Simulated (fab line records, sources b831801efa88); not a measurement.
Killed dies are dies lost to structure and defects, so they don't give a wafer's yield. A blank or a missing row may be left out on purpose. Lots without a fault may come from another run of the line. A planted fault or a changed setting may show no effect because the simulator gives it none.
Which tool did it? | flow sky130 | 10 lots, 30 wafers sampled, at 3 steps of a route of 708

WHAT THE GAUGES READ, wafer by wafer
SKY_METAL1_RS_MEAS_05: measures by four-point-probe.
lot  | measured     | on            | METAL1_ALCU_RS (ohm/sq)
L436 | day 31 20:50 | film_metro-02 | 0.1271 0.1275 0.1259
L437 | day 32 06:39 | film_metro-02 | 0.1271 0.1256 0.1277
L438 | day 32 11:59 | film_metro-03 | 0.1269 0.1246 0.1246
L441 | day 33 08:31 | film_metro-01 | 0.1262 0.1280 0.1265
L442 | day 33 18:03 | film_metro-02 | 0.1263 0.1277 0.1271
L443 | day 34 02:27 | film_metro-02 | 0.1265 0.1273 0.1273
L447 | day 35 09:22 | film_metro-02 | 0.1308 0.1181 0.1298 0.1309 0.1181 0.1298
L448 | day 35 16:55 | film_metro-03 | 0.1240 0.1241 0.1254
L457 | day 38 08:53 | film_metro-02 | 0.1272 0.1240 0.1259
L459 | day 39 06:13 | film_metro-01 | 0.1287 0.1261 0.1294

WHICH TOOL RAN EACH LOT (tool, then ch and the chambers of the sampled wafers, then the start)
lot  | SKY_CONTACT_STRIP_19                 | SKY_METAL1_SPUTTER_02
L436 | plasma_asher-01 ch 0,1, day 31 19:25 | pvd_sputter-01, day 31 20:44
L437 | plasma_asher-04 ch 0,1, day 32 05:15 | pvd_sputter-04, day 32 06:31
L438 | plasma_asher-04 ch 0,1, day 32 09:28 | pvd_sputter-01, day 32 11:54
L441 | plasma_asher-02 ch 0,1, day 33 07:07 | pvd_sputter-03, day 33 08:25
L442 | plasma_asher-01 ch 0,1, day 33 16:33 | pvd_sputter-01, day 33 17:58
L443 | plasma_asher-01 ch 0,1, day 34 00:57 | pvd_sputter-04, day 34 02:21
L447 | plasma_asher-02 ch 0,1, day 35 07:58 | pvd_sputter-04, day 35 09:16
L448 | plasma_asher-04 ch 0,1, day 35 15:30 | pvd_sputter-03, day 35 16:50
L457 | plasma_asher-01 ch 0,1, day 38 07:30 | pvd_sputter-03, day 38 08:47
L459 | plasma_asher-02 ch 0,1, day 39 04:46 | pvd_sputter-04, day 39 06:06
- SKY_CONTACT_STRIP_19: strips in O2/N2.
- SKY_METAL1_SPUTTER_02: material AlCu, target thk 250 nm, time 13.3 s.

THE ANSWER, worked out from the rows above alone
Rule: what is usual is taken from the lots themselves. Put in order of their means at a reading, lots are off if they are a third of the lots or fewer, leave a main group of 4 or more, and stand apart from it by a gap of 3 or more times the standard deviation of the main group's means; of several such gaps the widest counts. A main group whose means are all the same, to the digits that the tables above print for the reading, isn't used. A lot without any number at a reading at which 4 lots or more have one is off too. The other lots that the step has rows for count as sound.
No lot is off at any reading shown: from this, nothing can be told.

WHAT THE SIMULATOR HAD PUT IN
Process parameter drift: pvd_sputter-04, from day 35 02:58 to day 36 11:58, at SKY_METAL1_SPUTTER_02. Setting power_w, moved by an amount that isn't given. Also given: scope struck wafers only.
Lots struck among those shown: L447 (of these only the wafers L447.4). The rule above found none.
